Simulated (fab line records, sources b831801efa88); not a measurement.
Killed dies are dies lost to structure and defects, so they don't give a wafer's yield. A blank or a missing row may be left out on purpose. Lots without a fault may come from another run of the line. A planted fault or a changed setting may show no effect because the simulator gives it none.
Problem report in the 8D (eight disciplines) form, filled by code | flow gf180mcu | the parts of the form that need people (team, actions taken, sign-off) are left out

1. THE PROBLEM
bias_w at GF_V1_ETCH_17 reads a mean of 1096 W on 6 wafers of 2 lots; wafers without a fault read 1200 W with a standard deviation of 3.3. That is -32 standard deviations from the usual mean.
The step: etches SiO2 in C4F8/O2/Ar, stops on TiN, target depth 630 nm.
First seen on wafer L537.4, day 21 03:00, on rie_diel-02. The record holds 39 wafers of 13 lots with a number at this step. Rule for "out", or "out of limits": more than 4 standard deviations from the usual mean. The other wafers with a number count as sound.

2. WHAT IT IS AND WHAT IT IS NOT
question                    | is                     | is not
which readings at this step | bias_w                 | oes_product_au
which lots                  | L537, L539             | L530, L531, L532, L534, L535, L543, L548, L549, L550, L551, L552
which wafers of those lots  | all that have a number | -
read on which tools         | rie_diel-02            | rie_diel-01, rie_diel-04
when                        | from day 21 03:00      | up to then (15 sound wafers); but 18 sound wafers of L543, L548, L549, L550, L551, L552 came after

3. SUSPECTS, AND WHAT RULES EACH OUT
Counting: a tool at a process step up to the reading stays a suspect if it ran every lot that is out and no sound lot after the first of them.
- rie_diel-02 at GF_V1_ETCH_17 (etches SiO2 in C4F8/O2/Ar, stops on TiN, target depth 630 nm): ruled out as a lasting fault. Sound lots L548, L550, L552 ran on it after its first lot that is out, L537 (day 21 03:00).
Left after counting: nothing in the record.

4. THE CAUSE (what the simulator had put in)
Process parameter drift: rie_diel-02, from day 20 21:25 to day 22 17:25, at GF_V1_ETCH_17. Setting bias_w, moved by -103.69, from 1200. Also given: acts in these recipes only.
Counting ruled it out, wrongly.

5. THE CHAIN OF EFFECTS, in route order
Each row: a reading whose mean over the struck wafers that have a number lies more than 3 standard deviations from the usual. Only readings for which the record gives a usual standard deviation are gone through. hours: the time from each lot's start at the first step in this table that gives one to its start at this step, as a median over the lots. sigmas: the change in usual standard deviations.
hours | step          | reading | usual  | on struck wafers | change | sigmas
0     | GF_V1_ETCH_17 | bias_w  | 1200 W | 1096             | -104   | -32
The process steps in it:
- GF_V1_ETCH_17: etches SiO2 in C4F8/O2/Ar, stops on TiN, target depth 630 nm.
Later measuring or inspecting steps at which every struck wafer that the step has a row for has a number for every such reading, and none has moved that far: GF_V2_BOW_MEAS_05.

6. WHAT WOULD HAVE CAUGHT IT SOONER
In this record the first reading out of limits was taken at day 21 03:00, 6 hours after the fault began at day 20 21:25.
